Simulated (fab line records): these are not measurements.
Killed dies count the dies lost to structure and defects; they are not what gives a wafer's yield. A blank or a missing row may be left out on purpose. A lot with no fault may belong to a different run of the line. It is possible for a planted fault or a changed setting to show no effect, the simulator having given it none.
fab line records	flow gf180mcu
[record] lots = 24	wafers = 72	last-day = 34
route steps=602 shown V2@398 M3@410 V3@445 M4@471 V5@555
lots that met no fault: from a run of the same line without faults
start-h: start of the lot's first displayed wafer, in hours after the record's first day	wait-h: time in hours since the lot's previous step	" identical to the entry in the row above	L1.1+2: a row that stands for several wafers	- either no value or no given start	* or withheld: withheld	< > ~ a bound
route shown NAME@n: names a module that has steps shown in the file, with the first one's number in the route	usual: mean and standard deviation over wafers with no fault	same: alike in all rows	chamber/n: place in a boat	sites: the reading at each site	_std_site: how widely they spread, as a standard deviation	_edge_site: inner sites' mean taken away from outer sites' mean	radius-mm: for every site, how far away it sits from the centre of the wafer	mask NAME#n: copy n	behind: tool/chamber where the wafer was last shaped	hold: why the lot went on hold/how many hours it stayed there/how the hold came to an end	device: the n, p or np transistor that did not switch	end of line: the tests these same wafers got at the end of their route	a step without rows: its recipe alone	killed: dies that structure and defects cost at the first sort, which is not the same as the wafer's yield	map: dies across one wafer; x = killed, . = not, _ = none there
set.NAME: setting as actually run; set.NAME@STEP: the setting as run at that earlier step	model.NAME: the simulator's own value behind a step, which no gauge read
one table for each step of the route and one row for each wafer, over a sample of lots
services: when a tool's chamber went out of use (start-h, in hours from the record's first day, below 0 if earlier), for how many hours, and the reason
[[steps]]
[step GF_V2_ETCH_16]
[recipe] chemistry = N2/H2	target-depth-a = withheld	overetch-a = withheld	time-s = withheld	target = BARC	ion-energy-ev = 200	source-w = 500	bias-w = 100	pressure-mtorr = 30	n2-flow-sccm = 100	h2-flow-sccm = 200
[usual] drypump-motor-current-A = 5.8/0.46	oes-product-au = 0.855/0.0048	throttle-valve-pct = 13.224/0.0083
lot.wafer	tool	chamber	start-h	wait-h	drypump-motor-current-A	oes-product-au	throttle-valve-pct
L074.3	rie-diel-01	0	468.69	0.0	5.9	0.857	13.243
L074.5	"	3	"	"	6.5	0.853	13.227
L074.6	"	2	"	"	5.4	0.857	13.224
L075.4	rie-diel-02	1	472.39	0.0	6.3	0.854	13.227
L075.5	"	1	"	"	6.3	0.853	13.219
L075.6	"	0	"	"	5.7	0.852	13.219
L076.1	rie-diel-04	3	483.11	0.0	5.8	0.851	13.221
L076.2	"	0	"	"	6.2	0.858	13.215
L076.4	"	0	"	"	6.2	0.857	13.226
L077.1	rie-diel-01	1	483.29	0.0	5.2	0.857	13.231
L077.2	"	3	"	"	6.4	0.849	13.228
L077.3	"	2	"	"	5.5	0.856	13.214
L078.2	rie-diel-04	3	508.29	0.0	5.8	0.851	13.221
L078.4	"	3	"	"	5.8	0.858	13.231
L078.5	"	1	"	"	4.9	0.855	13.221
L079.1	rie-diel-01	0	514.29	0.0	5.9	0.849	13.229
L079.2	"	3	"	"	6.5	0.858	13.232
L079.3	"	1	"	"	5.2	0.863	13.219
L080.1	rie-diel-02	2	525.05	0.0	5.5	0.862	13.222
L080.4	"	0	"	"	5.7	0.851	13.220
L080.5	"	0	"	"	5.7	0.852	13.229
L081.1	rie-diel-02	2	541.19	0.0	5.5	0.851	13.224
L081.3	"	1	"	"	6.3	0.850	13.237
L081.4	"	3	"	"	6.2	0.860	13.226
L082.2	rie-diel-01	1	549.45	0.0	5.3	0.858	13.229
L082.5	"	3	"	"	6.5	0.850	13.233
L082.6	"	0	"	"	5.9	0.851	13.230
L083.1	rie-diel-01	3	552.60	0.0	6.5	0.857	13.205
L083.2	"	0	"	"	5.8	0.862	13.228
L083.3	"	2	"	"	5.4	0.860	13.234
L084.1	rie-diel-01	2	561.89	0.0	5.4	0.854	13.229
L084.2	"	3	"	"	6.5	0.860	13.217
L084.6	"	1	"	"	5.2	0.858	13.221
L085.1	rie-diel-02	3	569.95	0.0	6.2	0.848	13.225
L085.2	"	2	"	"	5.5	0.859	13.227
L085.5	"	3	"	"	6.2	0.860	13.225
L086.3	rie-diel-04	2	575.59	0.0	6.1	0.856	13.236
L086.5	"	1	"	"	4.9	0.867	13.245
L086.6	"	2	"	"	6.1	0.854	13.240
L087.3	rie-diel-02	1	579.95	0.0	6.3	0.855	13.234
L087.5	"	0	"	"	5.7	0.852	13.229
L087.6	"	1	"	"	6.3	0.850	13.235
L089.1	rie-diel-01	2	592.48	0.0	5.5	0.852	13.230
L089.5	"	3	"	"	6.5	0.855	13.216
L089.6	"	2	"	"	5.4	0.850	13.226
L088.1	rie-diel-04	0	594.81	0.0	6.2	0.852	13.237
L088.4	"	1	"	"	4.9	0.854	13.220
L088.6	"	1	"	"	4.9	0.854	13.214
L090.1	rie-diel-01	0	600.54	0.0	5.9	0.852	13.228
L090.3	"	3	"	"	6.5	0.855	13.227
L090.5	"	1	"	"	5.2	0.857	13.217
L091.3	rie-diel-01	0	606.75	0.0	5.8	0.854	13.221
L091.4	"	1	"	"	5.2	0.849	13.224
L091.6	"	3	"	"	6.5	0.853	13.226
L092.2	rie-diel-01	2	611.00	0.0	5.4	0.859	13.217
L092.4	"	2	"	"	5.5	0.854	13.221
L092.6	"	3	"	"	6.5	0.858	13.226
L093.1	rie-diel-01	2	612.71	0.0	5.5	0.848	13.217
L093.4	"	0	"	"	5.8	0.851	13.211
L093.5	"	3	"	"	6.5	0.850	13.230
L094.4	rie-diel-04	0	624.63	0.0	6.2	0.857	13.221
L094.5	"	2	"	"	6.1	0.868	13.218
L094.6	"	3	"	"	5.8	0.860	13.246
L095.1	rie-diel-02	2	633.44	0.0	5.5	0.846	13.208
L095.4	"	3	"	"	6.2	0.847	13.219
L095.6	"	2	"	"	5.5	0.857	13.235
L096.3	rie-diel-01	2	637.76	0.0	5.5	0.849	13.217
L096.4	"	3	"	"	6.5	0.857	13.219
L096.5	"	2	"	"	5.5	0.859	13.215
L097.2	rie-diel-04	3	643.19	0.0	5.8	0.860	13.221
L097.4	"	0	"	"	6.2	0.864	13.223
L097.5	"	1	"	"	4.9	0.862	13.223
[step GF_V2_CVD_23]
[recipe] material = W	target-thk-nm = 350	time-s = 104.94	temp-c = 400	pressure-torr = 40
[usual] heater-power-outer-w = 495/32	heater-power-w = 826/66
[same] time-s = 104.94
lot.wafer	tool	chamber	start-h	wait-h	heater-power-outer-w	heater-power-w
L074.3	cvd-w-01	0	469.58	0.1	518	823
L074.5	"	0	"	"	494	807
L074.6	"	0	"	"	492	831
L075.4	cvd-w-02	1	473.20	0.1	518	783
L075.5	"	0	"	"	433	738
L075.6	"	1	"	"	515	769
L076.1	cvd-w-02	1	483.87	0.0	510	765
L076.2	"	0	"	"	430	729
L076.4	"	1	"	"	511	761
L077.1	cvd-w-01	0	484.05	0.0	490	834
L077.2	"	0	"	"	496	836
L077.3	"	0	"	"	499	839
L078.2	cvd-w-02	0	509.05	0.0	430	728
L078.4	"	1	"	"	513	770
L078.5	"	0	"	"	439	738
L079.1	cvd-w-01	0	515.05	0.0	506	831
L079.2	"	1	"	"	514	902
L079.3	"	1	"	"	517	919
L080.1	cvd-w-02	1	525.85	0.0	510	779
L080.4	"	1	"	"	513	755
L080.5	"	0	"	"	435	742
L081.1	cvd-w-01	0	541.95	0.0	510	843
L081.3	"	1	"	"	510	952
L081.4	"	0	"	"	496	838
L082.2	cvd-w-01	1	550.22	0.0	523	923
L082.5	"	1	"	"	527	915
L082.6	"	0	"	"	502	842
L083.1	cvd-w-01	0	553.37	0.0	508	835
L083.2	"	1	"	"	526	917
L083.3	"	0	"	"	505	838
L084.1	cvd-w-01	0	562.68	0.0	501	832
L084.2	"	1	"	"	527	908
L084.6	"	1	"	"	513	889
L085.1	cvd-w-02	1	570.73	0.0	501	791
L085.2	"	0	"	"	442	748
L085.5	"	1	"	"	507	764
L086.3	cvd-w-02	1	576.39	0.1	502	814
L086.5	"	1	"	"	508	779
L086.6	"	0	"	"	438	761
L087.3	cvd-w-01	0	580.75	0.1	500	850
L087.5	"	1	"	"	518	914
L087.6	"	0	"	"	503	844
L089.1	cvd-w-02	0	593.34	0.0	431	760
L089.5	"	1	"	"	509	787
L089.6	"	0	"	"	436	748
L088.1	cvd-w-01	0	596.00	0.0	508	836
L088.4	"	1	"	"	523	936
L088.6	"	1	"	"	531	887
L090.1	cvd-w-02	0	601.33	0.0	442	757
L090.3	"	0	"	"	438	759
L090.5	"	1	"	"	504	786
L091.3	cvd-w-01	0	607.55	0.1	507	850
L091.4	"	1	"	"	533	936
L091.6	"	0	"	"	504	836
L092.2	cvd-w-01	0	611.81	0.0	509	842
L092.4	"	1	"	"	518	936
L092.6	"	1	"	"	540	927
L093.1	cvd-w-01	0	613.48	0.0	512	843
L093.4	"	0	"	"	499	842
L093.5	"	0	"	"	493	837
L094.4	cvd-w-01	0	625.44	0.1	506	838
L094.5	"	1	"	"	526	913
L094.6	"	0	"	"	500	840
L095.1	cvd-w-02	1	634.20	0.0	511	792
L095.4	"	1	"	"	497	771
L095.6	"	0	"	"	428	757
L096.3	cvd-w-01	0	638.63	0.1	506	836
L096.4	"	1	"	"	525	930
L096.5	"	1	"	"	512	903
L097.2	cvd-w-02	0	644.29	0.0	438	748
L097.4	"	0	"	"	431	742
L097.5	"	1	"	"	507	778
[step GF_M3_SPUTTER_01]
[recipe] material = TiN	target-thk-nm = 30	power-w = 6500	time-s = 25	chamber-pressure-pa = 0.4
[usual] throttle-valve-pct = 29.7/1.2
[same] time-s = 25
lot.wafer	tool	chamber	start-h	wait-h	throttle-valve-pct
L074.3	pvd-sputter-02	-	470.31	0.1	28.1
L074.5	"	-	"	"	29.3
L074.6	"	-	"	"	28.0
L075.4	pvd-sputter-02	-	473.85	0.1	29.8
L075.5	"	-	"	"	29.8
L075.6	"	-	"	"	29.3
L076.1	pvd-sputter-03	-	484.56	0.1	29.8
L076.2	"	-	"	"	28.1
L076.4	"	-	"	"	28.4
L077.1	pvd-sputter-02	-	484.86	0.1	28.3
L077.2	"	-	"	"	29.2
L077.3	"	-	"	"	29.6
L078.2	pvd-sputter-03	-	509.74	0.1	28.2
L078.4	"	-	"	"	30.7
L078.5	"	-	"	"	30.2
L079.1	pvd-sputter-03	-	515.74	0.1	30.7
L079.2	"	-	"	"	32.6
L079.3	"	-	"	"	28.3
L080.1	pvd-sputter-03	-	526.54	0.1	32.6
L080.4	"	-	"	"	30.0
L080.5	"	-	"	"	32.6
L081.1	pvd-sputter-02	-	542.64	0.1	29.1
L081.3	"	-	"	"	29.5
L081.4	"	-	"	"	29.6
L082.2	pvd-sputter-04	-	550.91	0.1	29.0
L082.5	"	-	"	"	30.2
L082.6	"	-	"	"	29.1
L083.1	pvd-sputter-02	-	554.06	0.1	28.1
L083.2	"	-	"	"	28.9
L083.3	"	-	"	"	29.8
L084.1	pvd-sputter-04	-	563.38	0.1	30.4
L084.2	"	-	"	"	29.0
L084.6	"	-	"	"	29.2
L085.1	pvd-sputter-03	-	571.60	0.1	29.8
L085.2	"	-	"	"	28.3
L085.5	"	-	"	"	30.1
L086.3	pvd-sputter-02	-	577.04	0.1	29.7
L086.5	"	-	"	"	28.0
L086.6	"	-	"	"	29.7
L087.3	pvd-sputter-04	-	581.41	0.1	29.2
L087.5	"	-	"	"	30.3
L087.6	"	-	"	"	30.6
L089.1	pvd-sputter-02	-	594.03	0.1	29.6
L089.5	"	-	"	"	29.7
L089.6	"	-	"	"	29.8
L088.1	pvd-sputter-03	-	596.69	0.1	30.4
L088.4	"	-	"	"	30.7
L088.6	"	-	"	"	28.4
L090.1	pvd-sputter-04	-	602.02	0.1	29.0
L090.3	"	-	"	"	28.7
L090.5	"	-	"	"	29.0
L091.3	pvd-sputter-04	-	608.21	0.1	28.7
L091.4	"	-	"	"	30.1
L091.6	"	-	"	"	28.8
L092.2	pvd-sputter-03	-	612.50	0.1	32.4
L092.4	"	-	"	"	28.1
L092.6	"	-	"	"	32.5
L093.1	pvd-sputter-02	-	614.17	0.1	29.1
L093.4	"	-	"	"	30.0
L093.5	"	-	"	"	29.8
L094.4	pvd-sputter-04	-	626.10	0.1	29.2
L094.5	"	-	"	"	29.1
L094.6	"	-	"	"	28.9
L095.1	pvd-sputter-02	-	635.15	0.1	29.0
L095.4	"	-	"	"	29.4
L095.6	"	-	"	"	29.8
L096.3	pvd-sputter-03	-	639.28	0.1	30.1
L096.4	"	-	"	"	27.9
L096.5	"	-	"	"	30.4
L097.2	pvd-sputter-02	-	644.98	0.1	29.5
L097.4	"	-	"	"	28.8
L097.5	"	-	"	"	28.0
[step GF_V3_ETCH_16]
[recipe] chemistry = N2/H2	target-depth-a = withheld	overetch-a = withheld	time-s = withheld	target = BARC	ion-energy-ev = 200	source-w = 500	bias-w = 100	pressure-mtorr = 30	n2-flow-sccm = 100	h2-flow-sccm = 200
[usual] drypump-motor-current-A = 5.8/0.49	oes-product-au = 0.855/0.0051	throttle-valve-pct = 13.226/0.009
lot.wafer	tool	chamber	start-h	wait-h	drypump-motor-current-A	oes-product-au	throttle-valve-pct
L074.3	rie-diel-04	1	519.82	0.0	4.9	0.851	13.244
L074.5	"	2	"	"	6.1	0.856	13.233
L074.6	"	3	"	"	5.8	0.862	13.224
L075.4	rie-diel-04	3	524.08	0.0	5.8	0.844	13.219
L075.5	"	2	"	"	6.1	0.851	13.222
L075.6	"	1	"	"	4.9	0.864	13.226
L076.1	rie-diel-01	3	533.49	0.0	6.5	0.845	13.212
L076.2	"	2	"	"	5.5	0.850	13.222
L076.4	"	1	"	"	5.2	0.848	13.229
L077.1	rie-diel-03	0	533.84	0.0	5.7	0.857	13.226
L077.2	"	1	"	"	5.9	0.846	13.201
L077.3	"	3	"	"	5.8	0.856	13.220
L078.2	rie-diel-01	2	558.05	0.0	5.4	0.849	13.225
L078.4	"	1	"	"	5.2	0.848	13.225
L078.5	"	2	"	"	5.5	0.853	13.228
L079.1	rie-diel-01	3	563.19	0.0	6.5	0.863	13.237
L079.2	"	1	"	"	5.2	0.862	13.217
L079.3	"	0	"	"	5.9	0.857	13.229
L080.1	rie-diel-04	3	573.20	0.0	5.8	0.846	13.225
L080.4	"	0	"	"	6.2	0.848	13.209
L080.5	"	3	"	"	5.8	0.858	13.216
L081.1	rie-diel-01	0	588.55	0.0	5.8	0.857	13.241
L081.3	"	1	"	"	5.2	0.852	13.226
L081.4	"	2	"	"	5.4	0.855	13.224
L082.2	rie-diel-01	3	595.25	0.0	6.5	0.857	13.211
L082.5	"	3	"	"	6.4	0.859	13.230
L082.6	"	2	"	"	5.4	0.857	13.223
L083.1	rie-diel-04	1	598.79	0.0	4.9	0.851	13.213
L083.2	"	2	"	"	6.1	0.853	13.230
L083.3	"	0	"	"	6.2	0.861	13.220
L084.1	rie-diel-03	1	606.57	0.0	5.9	0.853	13.220
L084.2	"	3	"	"	5.7	0.848	13.228
L084.6	"	2	"	"	6.5	0.851	13.228
L085.1	rie-diel-04	0	614.89	0.0	6.2	0.857	13.217
L085.2	"	3	"	"	5.8	0.862	13.232
L085.5	"	1	"	"	4.9	0.851	13.232
L086.3	rie-diel-03	0	620.87	0.0	5.7	0.859	13.235
L086.5	"	1	"	"	5.9	0.857	13.216
L086.6	"	2	"	"	6.5	0.855	13.220
L087.3	rie-diel-01	2	624.77	0.0	5.4	0.858	13.237
L087.5	"	3	"	"	6.5	0.847	13.232
L087.6	"	0	"	"	5.8	0.852	13.223
L089.1	rie-diel-01	1	635.95	0.0	5.2	0.856	13.217
L089.5	"	3	"	"	6.5	0.843	13.228
L089.6	"	2	"	"	5.5	0.853	13.221
L088.1	rie-diel-01	1	638.54	0.0	5.2	0.863	13.221
L088.4	"	3	"	"	6.5	0.852	13.233
L088.6	"	2	"	"	5.5	0.854	13.216
L090.1	rie-diel-01	3	643.31	0.0	6.5	0.852	13.240
L090.3	"	2	"	"	5.5	0.861	13.225
L090.5	"	3	"	"	6.4	0.857	13.236
L091.3	rie-diel-01	3	650.42	0.0	6.5	0.855	13.223
L091.4	"	3	"	"	6.5	0.848	13.213
L091.6	"	1	"	"	5.2	0.863	13.211
L092.2	rie-diel-03	3	654.54	0.0	5.7	0.850	13.229
L092.4	"	2	"	"	6.5	0.848	13.231
L092.6	"	2	"	"	6.5	0.856	13.218
L093.1	rie-diel-01	1	656.39	0.0	5.2	0.861	13.226
L093.4	"	1	"	"	5.2	0.853	13.245
L093.5	"	3	"	"	6.5	0.856	13.250
L094.4	rie-diel-03	2	667.10	0.0	6.5	0.857	13.220
L094.5	"	3	"	"	5.7	0.863	13.228
L094.6	"	0	"	"	5.7	0.864	13.233
L095.1	rie-diel-01	2	675.03	0.0	5.5	0.850	13.222
L095.4	"	1	"	"	5.2	0.855	13.229
L095.6	"	3	"	"	6.5	0.862	13.229
L096.3	rie-diel-04	2	679.61	0.0	6.1	0.862	13.235
L096.4	"	3	"	"	5.8	0.870	13.230
L096.5	"	0	"	"	6.2	0.855	13.231
L097.2	rie-diel-04	2	685.75	0.0	6.1	0.860	13.220
L097.4	"	3	"	"	5.8	0.849	13.235
L097.5	"	3	"	"	5.8	0.851	13.233
[step GF_M4_OVL_MEAS_15]
[usual] M4_OVL = -2/5.2
lot.wafer	tool	chamber	start-h	wait-h	M4_OVL[nm]
L074.3	overlay-01	-	545.27	0.1	-7
L074.5	"	-	"	"	-6
L074.6	"	-	"	"	-3
L075.4	overlay-02	-	549.69	0.1	0
L075.5	"	-	"	"	-7
L075.6	"	-	"	"	-9
L076.1	overlay-02	-	558.34	0.1	-8
L076.2	"	-	"	"	-1
L076.4	"	-	"	"	1
L077.1	overlay-02	-	558.63	0.1	-5
L077.2	"	-	"	"	2
L077.3	"	-	"	"	-4
L078.2	overlay-01	-	580.83	0.1	1
L078.4	"	-	"	"	-1
L078.5	"	-	"	"	-7
L079.1	overlay-02	-	586.24	0.1	2
L079.2	"	-	"	"	-7
L079.3	"	-	"	"	2
L080.1	overlay-02	-	596.33	0.1	1
L080.4	"	-	"	"	-2
L080.5	"	-	"	"	0
L081.1	overlay-02	-	611.08	0.1	-2
L081.3	"	-	"	"	4
L081.4	"	-	"	"	5
L082.2	overlay-01	-	617.38	0.1	-4
L082.5	"	-	"	"	-3
L082.6	"	-	"	"	-4
L083.1	overlay-01	-	621.00	0.1	2
L083.2	"	-	"	"	3
L083.3	"	-	"	"	7
L084.1	overlay-01	-	628.95	0.1	11
L084.2	"	-	"	"	-5
L084.6	"	-	"	"	-3
L085.1	overlay-01	-	636.64	0.1	-3
L085.2	"	-	"	"	-7
L085.5	"	-	"	"	-7
L086.3	overlay-01	-	642.85	0.1	-2
L086.5	"	-	"	"	-1
L086.6	"	-	"	"	-1
L087.3	overlay-01	-	646.54	0.1	-5
L087.5	"	-	"	"	-1
L087.6	"	-	"	"	-1
L089.1	overlay-02	-	657.53	0.1	5
L089.5	"	-	"	"	2
L089.6	"	-	"	"	2
L088.1	overlay-01	-	659.85	0.1	5
L088.4	"	-	"	"	-5
L088.6	"	-	"	"	-6
L090.1	overlay-02	-	664.99	0.1	-12
L090.3	"	-	"	"	-11
L090.5	"	-	"	"	-15
L091.3	overlay-02	-	672.03	0.1	-13
L091.4	"	-	"	"	-10
L091.6	"	-	"	"	-7
L092.2	overlay-02	-	675.23	0.1	2
L092.4	"	-	"	"	5
L092.6	"	-	"	"	4
L093.1	overlay-01	-	677.15	0.1	-4
L093.4	"	-	"	"	-4
L093.5	"	-	"	"	-2
L094.4	overlay-01	-	687.59	0.1	-6
L094.5	"	-	"	"	-5
L094.6	"	-	"	"	-7
L095.1	overlay-01	-	695.43	0.1	2
L095.4	"	-	"	"	2
L095.6	"	-	"	"	-1
L096.3	overlay-01	-	699.96	0.1	2
L096.4	"	-	"	"	-1
L096.5	"	-	"	"	7
L097.2	overlay-01	-	706.16	0.1	0
L097.4	"	-	"	"	-2
L097.5	"	-	"	"	-12
[step GF_V5_OVL_MEAS_15]
[usual] V5_OVL = 2/5.5
lot.wafer	tool	chamber	start-h	wait-h	V5_OVL[nm]
L074.3	overlay-01	-	635.14	0.1	-5
L074.5	"	-	"	"	-5
L074.6	"	-	"	"	0
L075.4	overlay-01	-	638.09	0.1	11
L075.5	"	-	"	"	10
L075.6	"	-	"	"	10
L076.1	overlay-01	-	646.88	0.1	-4
L076.2	"	-	"	"	-11
L076.4	"	-	"	"	-5
L077.1	overlay-01	-	647.23	0.1	8
L077.2	"	-	"	"	2
L077.3	"	-	"	"	5
L078.2	overlay-01	-	666.84	0.1	4
L078.4	"	-	"	"	9
L078.5	"	-	"	"	4
L079.1	overlay-01	-	671.90	0.1	10
L079.2	"	-	"	"	4
L079.3	"	-	"	"	6
L080.1	overlay-01	-	681.58	0.1	8
L080.4	"	-	"	"	1
L080.5	"	-	"	"	4
L081.1	overlay-01	-	693.91	0.1	3
L081.3	"	-	"	"	5
L081.4	"	-	"	"	3
L082.2	overlay-01	-	700.74	0.1	-2
L082.5	"	-	"	"	-4
L082.6	"	-	"	"	-2
L083.1	overlay-01	-	704.32	0.1	0
L083.2	"	-	"	"	5
L083.3	"	-	"	"	4
L084.1	overlay-01	-	711.45	0.1	-3
L084.2	"	-	"	"	-9
L084.6	"	-	"	"	-5
L085.1	overlay-01	-	719.03	0.1	-3
L085.2	"	-	"	"	-3
L085.5	"	-	"	"	0
L086.3	overlay-01	-	723.14	0.1	-3
L086.5	"	-	"	"	-4
L086.6	"	-	"	"	-2
L087.3	overlay-01	-	726.90	0.1	1
L087.5	"	-	"	"	4
L087.6	"	-	"	"	5
L089.1	overlay-01	-	736.45	0.1	4
L089.5	"	-	"	"	7
L089.6	"	-	"	"	7
L088.1	overlay-01	-	739.05	0.1	2
L088.4	"	-	"	"	5
L088.6	"	-	"	"	0
L090.1	overlay-01	-	742.10	0.1	1
L090.3	"	-	"	"	-3
L090.5	"	-	"	"	3
L091.3	overlay-01	-	750.14	0.1	-3
L091.4	"	-	"	"	1
L091.6	"	-	"	"	-4
L092.2	overlay-01	-	752.93	0.1	-6
L092.4	"	-	"	"	-8
L092.6	"	-	"	"	-4
L093.1	overlay-01	-	754.22	0.1	9
L093.4	"	-	"	"	6
L093.5	"	-	"	"	14
L094.4	overlay-01	-	764.34	0.1	1
L094.5	"	-	"	"	3
L094.6	"	-	"	"	7
L095.1	overlay-02	-	770.10	0.1	8
L095.4	"	-	"	"	13
L095.6	"	-	"	"	4
L096.3	overlay-01	-	773.49	0.1	-1
L096.4	"	-	"	"	2
L096.5	"	-	"	"	-3
L097.2	overlay-01	-	778.48	0.1	7
L097.4	"	-	"	"	2
L097.5	"	-	"	"	-2
[[services]]
tool	chamber	start-h	hours	kind
rie-diel-01	-	459.79	0.6	repair
cvd-w-01	-	460.10	2.8	pm
rie-diel-03	2	460.74	5.2	repair
rie-diel-02	3	482.48	6.8	repair
cvd-w-02	-	485.97	2.8	pm
pvd-sputter-04	-	494.03	1.6	repair
cvd-w-02	1	497.02	5.3	repair
rie-diel-03	0	517.50	3.3	repair
rie-diel-03	2	521.09	6.2	repair
rie-diel-02	-	527.52	1.0	repair
rie-diel-03	1	543.43	29.6	repair
rie-diel-03	0	557.79	5.5	repair
rie-diel-01	0	578.84	7.4	repair
rie-diel-04	2	591.13	4.7	repair
cvd-w-02	0	603.52	4.0	repair
rie-diel-01	1	609.48	-	clean
rie-diel-04	1	616.71	11.0	repair
rie-diel-01	0	630.49	126.8	repair
rie-diel-03	-	637.10	14.6	pm
rie-diel-04	3	640.00	3.0	repair
rie-diel-02	3	643.07	2.5	repair
pvd-sputter-04	-	670.17	7.5	repair
rie-diel-03	-	671.24	0.2	repair
rie-diel-03	0	673.06	4.4	repair
[[key]]
fault none
